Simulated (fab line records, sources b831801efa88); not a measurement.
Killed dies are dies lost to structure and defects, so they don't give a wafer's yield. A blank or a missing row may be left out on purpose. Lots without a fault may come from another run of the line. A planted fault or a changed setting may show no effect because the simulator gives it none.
Chamber matching | flow sky130 | SKY_VIA2_CMP_24 on cmp-02: 4 sister chambers
The step polishes, stops on SiO2, t overpolish 20 s, target thk 0 nm. 30 wafers are shown with their chamber, then 12 later ones without.

WAFERS WITH THEIR CHAMBER
wafer  | chamber | motor_current_A (A) | time_to_endpoint_s (s) | overpolish_run_s (s)
L074.1 | 1       | 11.5                | 101                    | 20.012
L074.4 | 2       | 10.5                | 91                     | 20.001
L074.6 | 3       | 11.1                | 100                    | 20.011
L075.2 | 1       | 11.6                | 97                     | 20.008
L075.3 | 0       | 12.2                | 105                    | 20.004
L075.6 | 2       | 10.7                | 98                     | 20.016
L077.1 | 3       | 10.8                | 98                     | 19.996
L077.3 | 2       | 10.6                | 90                     | 19.996
L077.6 | 1       | 12.0                | 101                    | 19.994
L081.4 | 3       | 10.7                | 103                    | 20.002
L081.5 | 3       | 10.9                | 101                    | 19.999
L081.6 | 2       | 10.6                | 99                     | 20.003
L083.2 | 3       | 10.6                | 103                    | 19.986
L083.5 | 3       | 10.8                | 104                    | 19.996
L083.6 | 2       | 10.7                | 102                    | 20.009
L085.1 | 1       | 11.7                | 106                    | 19.999
L085.3 | 3       | 10.8                | 104                    | 19.990
L085.4 | 2       | 10.2                | 103                    | 19.995
L086.4 | 3       | 11.1                | 100                    | 20.010
L086.5 | 3       | 10.4                | 103                    | 19.995
L086.6 | 0       | 12.4                | 103                    | 20.004
L087.1 | 1       | 11.7                | 102                    | 20.005
L087.2 | 3       | 11.2                | 98                     | 19.990
L087.5 | 1       | 11.4                | 101                    | 19.999
L088.1 | 0       | 12.0                | 109                    | 19.994
L088.2 | 3       | 10.6                | 99                     | 19.995
L088.3 | 1       | 11.9                | 102                    | 20.000
L092.3 | 3       | 10.7                | 100                    | 19.994
L092.4 | 1       | 11.6                | 104                    | 19.991
L092.6 | 0       | 11.5                | 107                    | 19.997

SIGNATURES (means of the wafers above)
reading            | chamber 0 | chamber 1 | chamber 2 | chamber 3 | scatter within a chamber
motor_current_A    | 12.025    | 11.675    | 10.550    | 10.808    | 0.241
time_to_endpoint_s | 106.00    | 101.75    | 97.17     | 101.08    | 3.24
overpolish_run_s   | 19.99975  | 20.00100  | 20.00333  | 19.99700  | 0.00727
Rule: a wafer's distance from a chamber is the root of the sum, over the readings, of the square of ((its reading less the chamber's mean) divided by the reading's scatter). The wafer belongs to the nearest chamber; if the next one is less than 2 further off, it can't be placed. The scatter: the root of (the sum of the squares of (reading less its chamber's mean) over the shown wafers, divided by (wafers less chambers)).

WAFERS WITHOUT THEIR CHAMBER
wafer  | motor_current_A (A) | time_to_endpoint_s (s) | overpolish_run_s (s)
L093.1 | 11.6                | 101                    | 20.003
L093.2 | 10.4                | 99                     | 19.995
L093.4 | 11.4                | 98                     | 20.012
L094.1 | 11.5                | 104                    | 20.010
L094.2 | 10.0                | 101                    | 20.005
L094.4 | 11.0                | 105                    | 20.006
L095.3 | 10.9                | 102                    | 19.998
L095.5 | 11.4                | 106                    | 19.999
L095.6 | 11.7                | 102                    | 20.002
L097.1 | 12.3                | 101                    | 19.981
L097.3 | 10.7                | 100                    | 20.017
L097.6 | 11.1                | 105                    | 19.986

WHICH CHAMBER EACH WENT THROUGH
wafer  | from the rows above               | in truth
L093.1 | can't be placed: 1 or 0           | 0
L093.2 | can't be placed: 2 or 3           | 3
L093.4 | can't be placed: 1 or 3 or 2 or 0 | 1
L094.1 | can't be placed: 1 or 0 or 3      | 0
L094.2 | can't be placed: 2 or 3           | 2
L094.4 | can't be placed: 3 or 1 or 2      | 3
L095.3 | can't be placed: 3 or 2           | 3
L095.5 | can't be placed: 1 or 0 or 3      | 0
L095.6 | can't be placed: 1 or 0           | 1
L097.1 | can't be placed: 0 or 1           | 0
L097.3 | can't be placed: 2 or 3           | 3
L097.6 | can't be placed: 3 or 1 or 2      | 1
Placed correctly: 0 of 12. Can't be placed from these rows: 12 (the true chamber is among the candidates in 12). Placed wrongly: 0.
